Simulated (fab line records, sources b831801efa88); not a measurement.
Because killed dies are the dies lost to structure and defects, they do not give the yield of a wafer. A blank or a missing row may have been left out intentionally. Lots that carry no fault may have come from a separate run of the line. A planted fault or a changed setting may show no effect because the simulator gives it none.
Which tool was responsible? -- flow gf180mcu -- 15 lots, 43 wafers sampled, at 2 steps of a route of 602

== WHAT THE GAUGES SHOWED, per wafer ==
GF_HV_LDD_CD_MEAS_07: target cd 400 nm. Usual: 399.9 nm for cd_nm, sd 2.2.
lot,measured,on,cd_nm (nm),flag
L214,day 10 01:49,cd_sem-02,398.3 399.0 397.7,
L215,day 10 11:35,cd_sem-01,398.9 400.2 397.4,
L216,day 10 11:44,cd_sem-02,400.6 402.3 401.7,
L217,day 10 22:23,cd_sem-02,397.4 400.8 400.4,
L218,day 11 06:26,cd_sem-02,397.4 400.7 399.8,
L219,day 11 11:01,cd_sem-01,398.7 401.1 398.7,
L221,day 11 23:25,cd_sem-01,400.7 399.0 400.6,
L222,day 12 11:11,cd_sem-01,395.2 397.8 395.2,
L224,day 13 01:08,cd_sem-02,397.9 398.7 401.0,
L230,day 14 18:46,cd_sem-01,401.6 406.7 402.2,
L231,day 15 04:29,cd_sem-02,407.4 402.6,
L232,day 15 12:39,cd_sem-01,401.0 408.7,
L235,day 16 16:17,cd_sem-02,398.9 399.2 401.1,
L236,day 17 02:41,cd_sem-02,397.0 400.1 399.0,
L237,day 17 11:53,cd_sem-02,401.7 402.1 404.3,

== EACH LOT AND THE TOOL THAT RAN IT (in order: tool; ch and the chambers of the sampled wafers; start) ==
lot,GF_HV_LDD_DEVELOP_06
L214,"litho_track-04 ch 0, day 10 01:40"
L215,"litho_track-03 ch 0, day 10 11:26"
L216,"litho_track-04 ch 0, day 10 11:35"
L217,"litho_track-04 ch 0, day 10 22:14"
L218,"litho_track-03 ch 0, day 11 06:17"
L219,"litho_track-04 ch 0, day 11 10:52"
L221,"litho_track-01 ch 0, day 11 23:16"
L222,"litho_track-03 ch 0, day 12 11:02"
L224,"litho_track-03 ch 0, day 13 00:59"
L230,"litho_track-04 ch 0, day 14 18:37"
L231,"litho_track-04 ch 0, day 15 04:20"
L232,"litho_track-04 ch 0, day 15 12:31"
L235,"litho_track-03 ch 0, day 16 16:08"
L236,"litho_track-03 ch 0, day 17 02:32"
L237,"litho_track-03 ch 0, day 17 11:44"
- GF_HV_LDD_DEVELOP_06: develop time 60 s.

== WHAT THE TOOLS THEMSELVES READ (means of the sampled wafers that have a number; where no wafer has one, the mark that the record gives instead) ==
The record holds no such reading with a usual standard deviation.

== THE ANSWER, worked out from the rows above alone ==
Rule: lot off if the mean of its wafers having a number is beyond 3 standard deviations from the usual mean. A lot without any number at a reading at which 4 lots or more have one is off too. Any other lot the step has rows for is counted as sound. The gauges are gone through in route order, then the tools' own readings, and for those a lot's mean is taken as printed above. The first step at which some lot is off is used, and at that step the reading that is off furthest; a lot without a number counts as furthest.
No lot is off on any of the readings shown, so nothing can be concluded from this.

== WHAT THE SIMULATOR PUT IN ==
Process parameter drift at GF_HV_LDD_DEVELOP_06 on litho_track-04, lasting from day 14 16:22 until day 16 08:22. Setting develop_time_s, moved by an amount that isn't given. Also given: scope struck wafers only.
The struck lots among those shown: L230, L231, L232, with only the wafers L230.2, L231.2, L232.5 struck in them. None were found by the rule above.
